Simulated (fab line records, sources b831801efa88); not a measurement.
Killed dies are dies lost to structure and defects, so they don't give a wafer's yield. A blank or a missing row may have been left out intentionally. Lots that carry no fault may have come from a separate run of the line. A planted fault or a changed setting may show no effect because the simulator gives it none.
Which tool was responsible? || flow sky130 || Sampling: 24 lots, 72 wafers, 6 of 708 route steps

## WHAT THE GAUGES SHOWED, per wafer
SKY_VIA3_THK_MEAS_23: measures by xrf. Usual: VIA3_W_THK 395 nm, standard deviation 7.3.
{"lot": "L074", "measured": "day 39 21:11", "on": "film metro-01", "VIA3_W_THK (nm)": "391 391 399", "flag": ""}
{"lot": "L075", "measured": "day 39 23:12", "on": "film metro-03", "VIA3_W_THK (nm)": "398 395 392", "flag": ""}
{"lot": "L076", "measured": "day 40 08:26", "on": "film metro-02", "VIA3_W_THK (nm)": "403 399 402", "flag": ""}
{"lot": "L077", "measured": "day 40 18:46", "on": "film metro-03", "VIA3_W_THK (nm)": "388 393 390", "flag": ""}
{"lot": "L078", "measured": "day 41 02:44", "on": "film metro-01", "VIA3_W_THK (nm)": "399 394 398", "flag": ""}
{"lot": "L079", "measured": "day 41 06:17", "on": "film metro-01", "VIA3_W_THK (nm)": "404 408 403", "flag": ""}
{"lot": "L080", "measured": "day 41 22:11", "on": "film metro-02", "VIA3_W_THK (nm)": "405 404 402", "flag": ""}
{"lot": "L081", "measured": "day 42 07:35", "on": "film metro-03", "VIA3_W_THK (nm)": "402 394 392", "flag": ""}
{"lot": "L082", "measured": "day 42 07:37", "on": "film metro-01", "VIA3_W_THK (nm)": "393 396 395", "flag": ""}
{"lot": "L083", "measured": "day 42 09:41", "on": "film metro-01", "VIA3_W_THK (nm)": "391 399 396", "flag": ""}
{"lot": "L084", "measured": "day 43 00:53", "on": "film metro-01", "VIA3_W_THK (nm)": "378 386 380", "flag": ""}
{"lot": "L085", "measured": "day 43 13:08", "on": "film metro-03", "VIA3_W_THK (nm)": "396 391 393", "flag": ""}
{"lot": "L086", "measured": "day 43 16:54", "on": "film metro-03", "VIA3_W_THK (nm)": "387 391 392", "flag": ""}
{"lot": "L087", "measured": "day 43 18:11", "on": "film metro-03", "VIA3_W_THK (nm)": "391 401 389", "flag": ""}
{"lot": "L089", "measured": "day 44 18:43", "on": "film metro-01", "VIA3_W_THK (nm)": "393 396 395", "flag": ""}
{"lot": "L091", "measured": "day 44 20:54", "on": "film metro-01", "VIA3_W_THK (nm)": "392 390 394", "flag": ""}
{"lot": "L090", "measured": "day 44 23:32", "on": "film metro-01", "VIA3_W_THK (nm)": "392 384 391", "flag": ""}
{"lot": "L088", "measured": "day 44 23:28", "on": "film metro-02", "VIA3_W_THK (nm)": "398 402 393", "flag": ""}
{"lot": "L092", "measured": "day 45 05:35", "on": "film metro-01", "VIA3_W_THK (nm)": "382 391 380", "flag": ""}
{"lot": "L093", "measured": "day 45 05:50", "on": "film metro-03", "VIA3_W_THK (nm)": "398 400 405", "flag": ""}
{"lot": "L094", "measured": "day 45 10:37", "on": "film metro-02", "VIA3_W_THK (nm)": "413 414 411", "flag": ""}
{"lot": "L095", "measured": "day 45 13:27", "on": "film metro-02", "VIA3_W_THK (nm)": "404 407 399", "flag": ""}
{"lot": "L096", "measured": "day 46 03:23", "on": "film metro-01", "VIA3_W_THK (nm)": "390 379 388", "flag": ""}
{"lot": "L097", "measured": "day 46 05:35", "on": "film metro-03", "VIA3_W_THK (nm)": "397 395 399", "flag": ""}

SKY_VIA4_OVL_MEAS_11. Usual: VIA4_OVL 0.0 nm, standard deviation 1.2.
{"lot": "L074", "measured": "day 42 23:11", "on": "overlay-02", "VIA4_OVL (nm)": "-0.2 -0.2 1.0", "flag": ""}
{"lot": "L075", "measured": "day 43 00:14", "on": "overlay-02", "VIA4_OVL (nm)": "-1.8 -1.3 -1.5", "flag": ""}
{"lot": "L076", "measured": "day 43 09:29", "on": "overlay-01", "VIA4_OVL (nm)": "0.3 -0.9 -1.0", "flag": ""}
{"lot": "L077", "measured": "day 43 20:26", "on": "overlay-02", "VIA4_OVL (nm)": "-2.0 -0.2 0.0", "flag": ""}
{"lot": "L078", "measured": "day 44 04:44", "on": "overlay-02", "VIA4_OVL (nm)": "1.0 1.3 0.1", "flag": ""}
{"lot": "L079", "measured": "day 44 08:14", "on": "overlay-01", "VIA4_OVL (nm)": "1.3 -0.5 0.7", "flag": ""}
{"lot": "L080", "measured": "day 44 21:14", "on": "overlay-02", "VIA4_OVL (nm)": "-1.4 -0.3 0.2", "flag": ""}
{"lot": "L081", "measured": "day 45 06:26", "on": "overlay-02", "VIA4_OVL (nm)": "0.1 2.0 0.0", "flag": ""}
{"lot": "L082", "measured": "day 45 06:29", "on": "overlay-01", "VIA4_OVL (nm)": "1.1 1.1 0.8", "flag": ""}
{"lot": "L083", "measured": "day 45 08:14", "on": "overlay-02", "VIA4_OVL (nm)": "0.9 2.3 1.7", "flag": ""}
{"lot": "L084", "measured": "day 45 22:41", "on": "overlay-02", "VIA4_OVL (nm)": "0.7 0.4 -1.0", "flag": ""}
{"lot": "L085", "measured": "day 46 09:21", "on": "overlay-02", "VIA4_OVL (nm)": "-1.6 0.0 -0.9", "flag": ""}
{"lot": "L086", "measured": "day 46 11:32", "on": "overlay-01", "VIA4_OVL (nm)": "0.3 -1.5 -0.5", "flag": ""}
{"lot": "L087", "measured": "day 46 12:44", "on": "overlay-01", "VIA4_OVL (nm)": "-0.9 0.8 0.1", "flag": ""}
{"lot": "L089", "measured": "day 47 10:59", "on": "overlay-01", "VIA4_OVL (nm)": "0.2 -1.3 0.0", "flag": ""}
{"lot": "L091", "measured": "day 47 14:14", "on": "overlay-01", "VIA4_OVL (nm)": "0.0 2.1 0.2", "flag": ""}
{"lot": "L090", "measured": "day 47 15:10", "on": "overlay-02", "VIA4_OVL (nm)": "1.4 0.7 0.6", "flag": ""}
{"lot": "L088", "measured": "day 47 14:50", "on": "overlay-01", "VIA4_OVL (nm)": "1.5 0.3 1.0", "flag": ""}
{"lot": "L092", "measured": "day 47 22:08", "on": "overlay-02", "VIA4_OVL (nm)": "0.5 -2.4 0.6", "flag": ""}
{"lot": "L093", "measured": "day 47 22:26", "on": "overlay-02", "VIA4_OVL (nm)": "0.3 0.3 0.7", "flag": ""}
{"lot": "L094", "measured": "day 48 02:38", "on": "overlay-01", "VIA4_OVL (nm)": "0.1 -0.2 -1.5", "flag": ""}
{"lot": "L095", "measured": "day 48 05:32", "on": "overlay-01", "VIA4_OVL (nm)": "-2.0 -1.6 -1.0", "flag": ""}
{"lot": "L096", "measured": "day 48 15:59", "on": "overlay-02", "VIA4_OVL (nm)": "-3.1 -1.7 -0.7", "flag": ""}
{"lot": "L097", "measured": "day 48 20:41", "on": "overlay-01", "VIA4_OVL (nm)": "0.5 -0.1 -0.1", "flag": ""}

## WHICH TOOL RAN EACH LOT (tool, then ch and the chambers of the sampled wafers, then the start)
{"lot": "L074", "SKY_CONTACT_STRIP_19": "plasma asher-03 ch 0,1, day 31 17:43", "SKY_METAL1_SPUTTER_02": "pvd sputter-01, day 31 19:00", "SKY_METAL4_SPUTTER_01": "pvd sputter-04, day 39 21:34", "SKY_CAP2M_SPUTTER_02": "pvd sputter-01, day 39 21:46"}
{"lot": "L075", "SKY_CONTACT_STRIP_19": "plasma asher-02 ch 0,1, day 31 21:46", "SKY_METAL1_SPUTTER_02": "pvd sputter-04, day 31 23:03", "SKY_METAL4_SPUTTER_01": "pvd sputter-02, day 39 23:35", "SKY_CAP2M_SPUTTER_02": "pvd sputter-03, day 39 23:47"}
{"lot": "L076", "SKY_CONTACT_STRIP_19": "plasma asher-04 ch 0,1, day 32 06:44", "SKY_METAL1_SPUTTER_02": "pvd sputter-04, day 32 08:01", "SKY_METAL4_SPUTTER_01": "pvd sputter-02, day 40 08:49", "SKY_CAP2M_SPUTTER_02": "pvd sputter-01, day 40 09:02"}
{"lot": "L077", "SKY_CONTACT_STRIP_19": "plasma asher-02 ch 0, day 32 17:26", "SKY_METAL1_SPUTTER_02": "pvd sputter-01, day 32 18:44", "SKY_METAL4_SPUTTER_01": "pvd sputter-04, day 40 19:08", "SKY_CAP2M_SPUTTER_02": "pvd sputter-03, day 40 19:21"}
{"lot": "L078", "SKY_CONTACT_STRIP_19": "plasma asher-02 ch 0,1, day 33 03:10", "SKY_METAL1_SPUTTER_02": "pvd sputter-01, day 33 04:29", "SKY_METAL4_SPUTTER_01": "pvd sputter-04, day 41 03:50", "SKY_CAP2M_SPUTTER_02": "pvd sputter-01, day 41 04:02"}
{"lot": "L079", "SKY_CONTACT_STRIP_19": "plasma asher-02 ch 0,1, day 33 07:52", "SKY_METAL1_SPUTTER_02": "pvd sputter-03, day 33 09:10", "SKY_METAL4_SPUTTER_01": "pvd sputter-03, day 41 07:08", "SKY_CAP2M_SPUTTER_02": "pvd sputter-04, day 41 07:20"}
{"lot": "L080", "SKY_CONTACT_STRIP_19": "plasma asher-03 ch 0, day 34 00:10", "SKY_METAL1_SPUTTER_02": "pvd sputter-01, day 34 01:28", "SKY_METAL4_SPUTTER_01": "pvd sputter-04, day 41 22:35", "SKY_CAP2M_SPUTTER_02": "pvd sputter-01, day 41 22:47"}
{"lot": "L081", "SKY_CONTACT_STRIP_19": "plasma asher-04 ch 0,1, day 34 05:23", "SKY_METAL1_SPUTTER_02": "pvd sputter-01, day 34 06:41", "SKY_METAL4_SPUTTER_01": "pvd sputter-04, day 42 07:58", "SKY_CAP2M_SPUTTER_02": "pvd sputter-03, day 42 08:10"}
{"lot": "L082", "SKY_CONTACT_STRIP_19": "plasma asher-04 ch 0,1, day 34 10:08", "SKY_METAL1_SPUTTER_02": "pvd sputter-01, day 34 11:28", "SKY_METAL4_SPUTTER_01": "pvd sputter-02, day 42 07:59", "SKY_CAP2M_SPUTTER_02": "pvd sputter-01, day 42 08:11"}
{"lot": "L083", "SKY_CONTACT_STRIP_19": "plasma asher-03 ch 0,1, day 34 13:34", "SKY_METAL1_SPUTTER_02": "pvd sputter-04, day 34 14:51", "SKY_METAL4_SPUTTER_01": "pvd sputter-04, day 42 10:04", "SKY_CAP2M_SPUTTER_02": "pvd sputter-01, day 42 10:16"}
{"lot": "L084", "SKY_CONTACT_STRIP_19": "plasma asher-04 ch 1, day 35 07:23", "SKY_METAL1_SPUTTER_02": "pvd sputter-01, day 35 08:41", "SKY_METAL4_SPUTTER_01": "pvd sputter-03, day 43 01:16", "SKY_CAP2M_SPUTTER_02": "pvd sputter-01, day 43 01:29"}
{"lot": "L085", "SKY_CONTACT_STRIP_19": "plasma asher-03 ch 0,1, day 35 21:10", "SKY_METAL1_SPUTTER_02": "pvd sputter-03, day 35 22:30", "SKY_METAL4_SPUTTER_01": "pvd sputter-02, day 43 13:30", "SKY_CAP2M_SPUTTER_02": "pvd sputter-04, day 43 13:44"}
{"lot": "L086", "SKY_CONTACT_STRIP_19": "plasma asher-04 ch 0,1, day 36 02:38", "SKY_METAL1_SPUTTER_02": "pvd sputter-03, day 36 03:55", "SKY_METAL4_SPUTTER_01": "pvd sputter-02, day 43 17:17", "SKY_CAP2M_SPUTTER_02": "pvd sputter-03, day 43 17:29"}
{"lot": "L087", "SKY_CONTACT_STRIP_19": "plasma asher-04 ch 0,1, day 36 03:37", "SKY_METAL1_SPUTTER_02": "pvd sputter-01, day 36 04:55", "SKY_METAL4_SPUTTER_01": "pvd sputter-04, day 43 18:35", "SKY_CAP2M_SPUTTER_02": "pvd sputter-01, day 43 18:48"}
{"lot": "L089", "SKY_CONTACT_STRIP_19": "plasma asher-04 ch 0,1, day 37 09:05", "SKY_METAL1_SPUTTER_02": "pvd sputter-03, day 37 10:26", "SKY_METAL4_SPUTTER_01": "pvd sputter-04, day 44 19:06", "SKY_CAP2M_SPUTTER_02": "pvd sputter-03, day 44 19:19"}
{"lot": "L091", "SKY_CONTACT_STRIP_19": "plasma asher-03 ch 0,1, day 37 09:54", "SKY_METAL1_SPUTTER_02": "pvd sputter-03, day 37 11:14", "SKY_METAL4_SPUTTER_01": "pvd sputter-04, day 44 21:16", "SKY_CAP2M_SPUTTER_02": "pvd sputter-03, day 44 21:29"}
{"lot": "L090", "SKY_CONTACT_STRIP_19": "plasma asher-04 ch 0,1, day 37 10:43", "SKY_METAL1_SPUTTER_02": "pvd sputter-03, day 37 12:01", "SKY_METAL4_SPUTTER_01": "pvd sputter-02, day 44 23:53", "SKY_CAP2M_SPUTTER_02": "pvd sputter-04, day 45 00:06"}
{"lot": "L088", "SKY_CONTACT_STRIP_19": "plasma asher-03 ch 0,1, day 37 12:50", "SKY_METAL1_SPUTTER_02": "pvd sputter-01, day 37 14:10", "SKY_METAL4_SPUTTER_01": "pvd sputter-04, day 44 23:51", "SKY_CAP2M_SPUTTER_02": "pvd sputter-03, day 45 00:04"}
{"lot": "L092", "SKY_CONTACT_STRIP_19": "plasma asher-03 ch 0,1, day 37 17:47", "SKY_METAL1_SPUTTER_02": "pvd sputter-04, day 37 19:11", "SKY_METAL4_SPUTTER_01": "pvd sputter-04, day 45 05:58", "SKY_CAP2M_SPUTTER_02": "pvd sputter-01, day 45 06:11"}
{"lot": "L093", "SKY_CONTACT_STRIP_19": "plasma asher-02 ch 0,1, day 37 19:17", "SKY_METAL1_SPUTTER_02": "pvd sputter-03, day 37 20:41", "SKY_METAL4_SPUTTER_01": "pvd sputter-04, day 45 06:26", "SKY_CAP2M_SPUTTER_02": "pvd sputter-01, day 45 06:38"}
{"lot": "L094", "SKY_CONTACT_STRIP_19": "plasma asher-04 ch 0,1, day 38 00:40", "SKY_METAL1_SPUTTER_02": "pvd sputter-01, day 38 02:04", "SKY_METAL4_SPUTTER_01": "pvd sputter-02, day 45 10:59", "SKY_CAP2M_SPUTTER_02": "pvd sputter-04, day 45 11:11"}
{"lot": "L095", "SKY_CONTACT_STRIP_19": "plasma asher-03 ch 0,1, day 38 06:19", "SKY_METAL1_SPUTTER_02": "pvd sputter-01, day 38 07:37", "SKY_METAL4_SPUTTER_01": "pvd sputter-03, day 45 13:49", "SKY_CAP2M_SPUTTER_02": "pvd sputter-04, day 45 14:01"}
{"lot": "L096", "SKY_CONTACT_STRIP_19": "plasma asher-04 ch 0,1, day 38 21:02", "SKY_METAL1_SPUTTER_02": "pvd sputter-03, day 38 22:27", "SKY_METAL4_SPUTTER_01": "pvd sputter-03, day 46 03:46", "SKY_CAP2M_SPUTTER_02": "pvd sputter-04, day 46 03:59"}
{"lot": "L097", "SKY_CONTACT_STRIP_19": "plasma asher-04 ch 0,1, day 38 22:13", "SKY_METAL1_SPUTTER_02": "pvd sputter-01, day 38 23:31", "SKY_METAL4_SPUTTER_01": "pvd sputter-03, day 46 06:43", "SKY_CAP2M_SPUTTER_02": "pvd sputter-04, day 46 06:55"}
- SKY_CONTACT_STRIP_19: strips in O2/N2.
- SKY_METAL1_SPUTTER_02: material AlCu, target thk 250 nm, time 13.3 s.
- SKY_METAL4_SPUTTER_01: material TiN, target thk 20 nm, time 16.7 s.
- SKY_CAP2M_SPUTTER_02: material TiN, target thk 200 nm, time 166.7 s.

## WHAT THE TOOLS THEMSELVES READ (means of the sampled wafers that have a number; where no wafer has one, the mark that the record gives instead)
SKY_CONTACT_STRIP_19. Usual: drypump motor current A 5.8 A, standard deviation 0.44; oes product au 0.381 a.u., standard deviation 0.0048; strip time to endpoint s 3.610 s, standard deviation 0.029.
{"lot": "L074", "tool": "plasma asher-03", "drypump motor current A (A)": 6.2, "oes product au (a.u.)": 0.384, "strip time to endpoint s (s)": 3.636, "flag": ""}
{"lot": "L075", "tool": "plasma asher-02", "drypump motor current A (A)": 5.2, "oes product au (a.u.)": 0.381, "strip time to endpoint s (s)": 3.600, "flag": ""}
{"lot": "L076", "tool": "plasma asher-04", "drypump motor current A (A)": 5.8, "oes product au (a.u.)": 0.380, "strip time to endpoint s (s)": 3.604, "flag": ""}
{"lot": "L077", "tool": "plasma asher-02", "drypump motor current A (A)": 5.1, "oes product au (a.u.)": 0.388, "strip time to endpoint s (s)": 3.622, "flag": ""}
{"lot": "L078", "tool": "plasma asher-02", "drypump motor current A (A)": 5.1, "oes product au (a.u.)": 0.380, "strip time to endpoint s (s)": 3.624, "flag": ""}
{"lot": "L079", "tool": "plasma asher-02", "drypump motor current A (A)": 5.2, "oes product au (a.u.)": 0.379, "strip time to endpoint s (s)": 3.599, "flag": ""}
{"lot": "L080", "tool": "plasma asher-03", "drypump motor current A (A)": 6.3, "oes product au (a.u.)": 0.381, "strip time to endpoint s (s)": 3.616, "flag": ""}
{"lot": "L081", "tool": "plasma asher-04", "drypump motor current A (A)": 5.8, "oes product au (a.u.)": 0.383, "strip time to endpoint s (s)": 3.584, "flag": ""}
{"lot": "L082", "tool": "plasma asher-04", "drypump motor current A (A)": 5.8, "oes product au (a.u.)": 0.384, "strip time to endpoint s (s)": 3.627, "flag": ""}
{"lot": "L083", "tool": "plasma asher-03", "drypump motor current A (A)": 6.0, "oes product au (a.u.)": 0.382, "strip time to endpoint s (s)": 3.607, "flag": ""}
{"lot": "L084", "tool": "plasma asher-04", "drypump motor current A (A)": 5.5, "oes product au (a.u.)": 0.380, "strip time to endpoint s (s)": 3.609, "flag": ""}
{"lot": "L085", "tool": "plasma asher-03", "drypump motor current A (A)": 6.1, "oes product au (a.u.)": 0.384, "strip time to endpoint s (s)": 3.617, "flag": ""}
{"lot": "L086", "tool": "plasma asher-04", "drypump motor current A (A)": 6.0, "oes product au (a.u.)": 0.384, "strip time to endpoint s (s)": 3.650, "flag": ""}
{"lot": "L087", "tool": "plasma asher-04", "drypump motor current A (A)": 6.0, "oes product au (a.u.)": 0.382, "strip time to endpoint s (s)": 3.628, "flag": ""}
{"lot": "L089", "tool": "plasma asher-04", "drypump motor current A (A)": 6.0, "oes product au (a.u.)": 0.382, "strip time to endpoint s (s)": 3.570, "flag": ""}
{"lot": "L091", "tool": "plasma asher-03", "drypump motor current A (A)": 6.1, "oes product au (a.u.)": 0.379, "strip time to endpoint s (s)": 3.584, "flag": ""}
{"lot": "L090", "tool": "plasma asher-04", "drypump motor current A (A)": 6.0, "oes product au (a.u.)": 0.383, "strip time to endpoint s (s)": 3.646, "flag": ""}
{"lot": "L088", "tool": "plasma asher-03", "drypump motor current A (A)": 6.2, "oes product au (a.u.)": 0.379, "strip time to endpoint s (s)": 3.596, "flag": ""}
{"lot": "L092", "tool": "plasma asher-03", "drypump motor current A (A)": 6.2, "oes product au (a.u.)": 0.380, "strip time to endpoint s (s)": 3.568, "flag": ""}
{"lot": "L093", "tool": "plasma asher-02", "drypump motor current A (A)": 5.2, "oes product au (a.u.)": 0.378, "strip time to endpoint s (s)": 3.627, "flag": ""}
{"lot": "L094", "tool": "plasma asher-04", "drypump motor current A (A)": 5.8, "oes product au (a.u.)": 0.379, "strip time to endpoint s (s)": 3.600, "flag": ""}
{"lot": "L095", "tool": "plasma asher-03", "drypump motor current A (A)": 6.2, "oes product au (a.u.)": 0.384, "strip time to endpoint s (s)": 3.603, "flag": ""}
{"lot": "L096", "tool": "plasma asher-04", "drypump motor current A (A)": 5.8, "oes product au (a.u.)": 0.385, "strip time to endpoint s (s)": 3.620, "flag": ""}
{"lot": "L097", "tool": "plasma asher-04", "drypump motor current A (A)": 5.8, "oes product au (a.u.)": 0.380, "strip time to endpoint s (s)": 3.637, "flag": ""}

SKY_METAL1_SPUTTER_02. Usual: chamber pressure pa 0.4000 Pa, standard deviation 0.00079; throttle valve pct 30.9 %, standard deviation 1.1.
{"lot": "L074", "tool": "pvd sputter-01", "chamber pressure pa (Pa)": 0.4000, "throttle valve pct (%)": 31.0, "flag": ""}
{"lot": "L075", "tool": "pvd sputter-04", "chamber pressure pa (Pa)": 0.3995, "throttle valve pct (%)": 30.6, "flag": ""}
{"lot": "L076", "tool": "pvd sputter-04", "chamber pressure pa (Pa)": 0.3993, "throttle valve pct (%)": 31.3, "flag": ""}
{"lot": "L077", "tool": "pvd sputter-01", "chamber pressure pa (Pa)": 0.4001, "throttle valve pct (%)": 30.5, "flag": ""}
{"lot": "L078", "tool": "pvd sputter-01", "chamber pressure pa (Pa)": 0.3998, "throttle valve pct (%)": 31.6, "flag": ""}
{"lot": "L079", "tool": "pvd sputter-03", "chamber pressure pa (Pa)": 0.4002, "throttle valve pct (%)": 30.9, "flag": ""}
{"lot": "L080", "tool": "pvd sputter-01", "chamber pressure pa (Pa)": 0.3995, "throttle valve pct (%)": 30.4, "flag": ""}
{"lot": "L081", "tool": "pvd sputter-01", "chamber pressure pa (Pa)": 0.4005, "throttle valve pct (%)": 30.4, "flag": ""}
{"lot": "L082", "tool": "pvd sputter-01", "chamber pressure pa (Pa)": 0.4003, "throttle valve pct (%)": 31.1, "flag": ""}
{"lot": "L083", "tool": "pvd sputter-04", "chamber pressure pa (Pa)": 0.3995, "throttle valve pct (%)": 31.1, "flag": ""}
{"lot": "L084", "tool": "pvd sputter-01", "chamber pressure pa (Pa)": 0.4000, "throttle valve pct (%)": 29.5, "flag": ""}
{"lot": "L085", "tool": "pvd sputter-03", "chamber pressure pa (Pa)": 0.3995, "throttle valve pct (%)": 30.7, "flag": ""}
{"lot": "L086", "tool": "pvd sputter-03", "chamber pressure pa (Pa)": 0.3998, "throttle valve pct (%)": 31.4, "flag": ""}
{"lot": "L087", "tool": "pvd sputter-01", "chamber pressure pa (Pa)": 0.4000, "throttle valve pct (%)": 31.0, "flag": ""}
{"lot": "L089", "tool": "pvd sputter-03", "chamber pressure pa (Pa)": 0.3996, "throttle valve pct (%)": 30.0, "flag": ""}
{"lot": "L091", "tool": "pvd sputter-03", "chamber pressure pa (Pa)": 0.3997, "throttle valve pct (%)": 32.0, "flag": ""}
{"lot": "L090", "tool": "pvd sputter-03", "chamber pressure pa (Pa)": 0.3998, "throttle valve pct (%)": 30.0, "flag": ""}
{"lot": "L088", "tool": "pvd sputter-01", "chamber pressure pa (Pa)": 0.4003, "throttle valve pct (%)": 29.6, "flag": ""}
{"lot": "L092", "tool": "pvd sputter-04", "chamber pressure pa (Pa)": 0.4008, "throttle valve pct (%)": 31.7, "flag": ""}
{"lot": "L093", "tool": "pvd sputter-03", "chamber pressure pa (Pa)": 0.3998, "throttle valve pct (%)": 30.5, "flag": ""}
{"lot": "L094", "tool": "pvd sputter-01", "chamber pressure pa (Pa)": 0.3999, "throttle valve pct (%)": 31.1, "flag": ""}
{"lot": "L095", "tool": "pvd sputter-01", "chamber pressure pa (Pa)": 0.4002, "throttle valve pct (%)": 31.5, "flag": ""}
{"lot": "L096", "tool": "pvd sputter-03", "chamber pressure pa (Pa)": 0.4002, "throttle valve pct (%)": 30.7, "flag": ""}
{"lot": "L097", "tool": "pvd sputter-01", "chamber pressure pa (Pa)": 0.4001, "throttle valve pct (%)": 30.9, "flag": ""}

SKY_METAL4_SPUTTER_01. Usual: chamber pressure pa 0.4000 Pa, standard deviation 0.00083; throttle valve pct 30.8 %, standard deviation 1.1.
{"lot": "L074", "tool": "pvd sputter-04", "chamber pressure pa (Pa)": 0.4004, "throttle valve pct (%)": 31.2, "flag": ""}
{"lot": "L075", "tool": "pvd sputter-02", "chamber pressure pa (Pa)": 0.3996, "throttle valve pct (%)": 29.8, "flag": ""}
{"lot": "L076", "tool": "pvd sputter-02", "chamber pressure pa (Pa)": 0.3998, "throttle valve pct (%)": 30.1, "flag": ""}
{"lot": "L077", "tool": "pvd sputter-04", "chamber pressure pa (Pa)": 0.4002, "throttle valve pct (%)": 30.2, "flag": ""}
{"lot": "L078", "tool": "pvd sputter-04", "chamber pressure pa (Pa)": 0.3997, "throttle valve pct (%)": 31.0, "flag": ""}
{"lot": "L079", "tool": "pvd sputter-03", "chamber pressure pa (Pa)": 0.4002, "throttle valve pct (%)": 32.1, "flag": ""}
{"lot": "L080", "tool": "pvd sputter-04", "chamber pressure pa (Pa)": 0.3994, "throttle valve pct (%)": 30.2, "flag": ""}
{"lot": "L081", "tool": "pvd sputter-04", "chamber pressure pa (Pa)": 0.4006, "throttle valve pct (%)": 30.8, "flag": ""}
{"lot": "L082", "tool": "pvd sputter-02", "chamber pressure pa (Pa)": 0.4003, "throttle valve pct (%)": 30.5, "flag": ""}
{"lot": "L083", "tool": "pvd sputter-04", "chamber pressure pa (Pa)": 0.3995, "throttle valve pct (%)": 31.1, "flag": ""}
{"lot": "L084", "tool": "pvd sputter-03", "chamber pressure pa (Pa)": 0.3997, "throttle valve pct (%)": 31.5, "flag": ""}
{"lot": "L085", "tool": "pvd sputter-02", "chamber pressure pa (Pa)": 0.4001, "throttle valve pct (%)": 30.0, "flag": ""}
{"lot": "L086", "tool": "pvd sputter-02", "chamber pressure pa (Pa)": 0.4000, "throttle valve pct (%)": 30.4, "flag": ""}
{"lot": "L087", "tool": "pvd sputter-04", "chamber pressure pa (Pa)": 0.3997, "throttle valve pct (%)": 31.8, "flag": ""}
{"lot": "L089", "tool": "pvd sputter-04", "chamber pressure pa (Pa)": 0.3998, "throttle valve pct (%)": 31.8, "flag": ""}
{"lot": "L091", "tool": "pvd sputter-04", "chamber pressure pa (Pa)": 0.4002, "throttle valve pct (%)": 31.6, "flag": ""}
{"lot": "L090", "tool": "pvd sputter-02", "chamber pressure pa (Pa)": 0.4001, "throttle valve pct (%)": 29.3, "flag": ""}
{"lot": "L088", "tool": "pvd sputter-04", "chamber pressure pa (Pa)": 0.3994, "throttle valve pct (%)": 31.0, "flag": ""}
{"lot": "L092", "tool": "pvd sputter-04", "chamber pressure pa (Pa)": 0.3987, "throttle valve pct (%)": 31.8, "flag": ""}
{"lot": "L093", "tool": "pvd sputter-04", "chamber pressure pa (Pa)": 0.4007, "throttle valve pct (%)": 31.8, "flag": ""}
{"lot": "L094", "tool": "pvd sputter-02", "chamber pressure pa (Pa)": 0.4003, "throttle valve pct (%)": 29.5, "flag": ""}
{"lot": "L095", "tool": "pvd sputter-03", "chamber pressure pa (Pa)": 0.4004, "throttle valve pct (%)": 31.2, "flag": ""}
{"lot": "L096", "tool": "pvd sputter-03", "chamber pressure pa (Pa)": 0.3996, "throttle valve pct (%)": 30.8, "flag": ""}
{"lot": "L097", "tool": "pvd sputter-03", "chamber pressure pa (Pa)": 0.4002, "throttle valve pct (%)": 30.9, "flag": ""}

SKY_CAP2M_SPUTTER_02. Usual: chamber pressure pa 0.3999 Pa, standard deviation 0.00086; throttle valve pct 30.9 %, standard deviation 1.1.
{"lot": "L074", "tool": "pvd sputter-01", "chamber pressure pa (Pa)": 0.4004, "throttle valve pct (%)": 30.6, "flag": ""}
{"lot": "L075", "tool": "pvd sputter-03", "chamber pressure pa (Pa)": 0.3999, "throttle valve pct (%)": 31.1, "flag": ""}
{"lot": "L076", "tool": "pvd sputter-01", "chamber pressure pa (Pa)": 0.3993, "throttle valve pct (%)": 30.2, "flag": ""}
{"lot": "L077", "tool": "pvd sputter-03", "chamber pressure pa (Pa)": 0.4003, "throttle valve pct (%)": 31.3, "flag": ""}
{"lot": "L078", "tool": "pvd sputter-01", "chamber pressure pa (Pa)": 0.4006, "throttle valve pct (%)": 31.1, "flag": ""}
{"lot": "L079", "tool": "pvd sputter-04", "chamber pressure pa (Pa)": 0.3995, "throttle valve pct (%)": 30.9, "flag": ""}
{"lot": "L080", "tool": "pvd sputter-01", "chamber pressure pa (Pa)": 0.4006, "throttle valve pct (%)": 30.4, "flag": ""}
{"lot": "L081", "tool": "pvd sputter-03", "chamber pressure pa (Pa)": 0.3997, "throttle valve pct (%)": 30.7, "flag": ""}
{"lot": "L082", "tool": "pvd sputter-01", "chamber pressure pa (Pa)": 0.4002, "throttle valve pct (%)": 30.9, "flag": ""}
{"lot": "L083", "tool": "pvd sputter-01", "chamber pressure pa (Pa)": 0.4004, "throttle valve pct (%)": 31.1, "flag": ""}
{"lot": "L084", "tool": "pvd sputter-01", "chamber pressure pa (Pa)": 0.3998, "throttle valve pct (%)": 31.0, "flag": ""}
{"lot": "L085", "tool": "pvd sputter-04", "chamber pressure pa (Pa)": 0.3998, "throttle valve pct (%)": 30.5, "flag": ""}
{"lot": "L086", "tool": "pvd sputter-03", "chamber pressure pa (Pa)": 0.4000, "throttle valve pct (%)": 30.9, "flag": ""}
{"lot": "L087", "tool": "pvd sputter-01", "chamber pressure pa (Pa)": 0.3995, "throttle valve pct (%)": 30.6, "flag": ""}
{"lot": "L089", "tool": "pvd sputter-03", "chamber pressure pa (Pa)": 0.3995, "throttle valve pct (%)": 30.7, "flag": ""}
{"lot": "L091", "tool": "pvd sputter-03", "chamber pressure pa (Pa)": 0.3996, "throttle valve pct (%)": 31.4, "flag": ""}
{"lot": "L090", "tool": "pvd sputter-04", "chamber pressure pa (Pa)": 0.3997, "throttle valve pct (%)": 31.6, "flag": ""}
{"lot": "L088", "tool": "pvd sputter-03", "chamber pressure pa (Pa)": 0.3995, "throttle valve pct (%)": 31.3, "flag": ""}
{"lot": "L092", "tool": "pvd sputter-01", "chamber pressure pa (Pa)": 0.4001, "throttle valve pct (%)": 31.3, "flag": ""}
{"lot": "L093", "tool": "pvd sputter-01", "chamber pressure pa (Pa)": 0.4003, "throttle valve pct (%)": 30.7, "flag": ""}
{"lot": "L094", "tool": "pvd sputter-04", "chamber pressure pa (Pa)": 0.3990, "throttle valve pct (%)": 30.4, "flag": ""}
{"lot": "L095", "tool": "pvd sputter-04", "chamber pressure pa (Pa)": 0.4000, "throttle valve pct (%)": 31.8, "flag": ""}
{"lot": "L096", "tool": "pvd sputter-04", "chamber pressure pa (Pa)": 0.4001, "throttle valve pct (%)": 30.9, "flag": ""}
{"lot": "L097", "tool": "pvd sputter-04", "chamber pressure pa (Pa)": 0.4011, "throttle valve pct (%)": 32.3, "flag": ""}

## THE ANSWER, worked out from the rows above alone
Rule: a lot counts as off when the mean over its wafers that have a number is more than 3 standard deviations away from the usual mean. Also off: a lot with no number at a reading for which 4 or more lots have one. All remaining lots with rows at the step are treated as sound. First the gauges in route order, then the tools' own readings, where a lot's mean is used as printed above. At the first step where some lot is off, the reading lying furthest off is the one used; lots without a number count as furthest.
No lot is off on any of the readings shown, so nothing can be concluded from this.

## WHAT WAS PUT IN BY THE SIMULATOR
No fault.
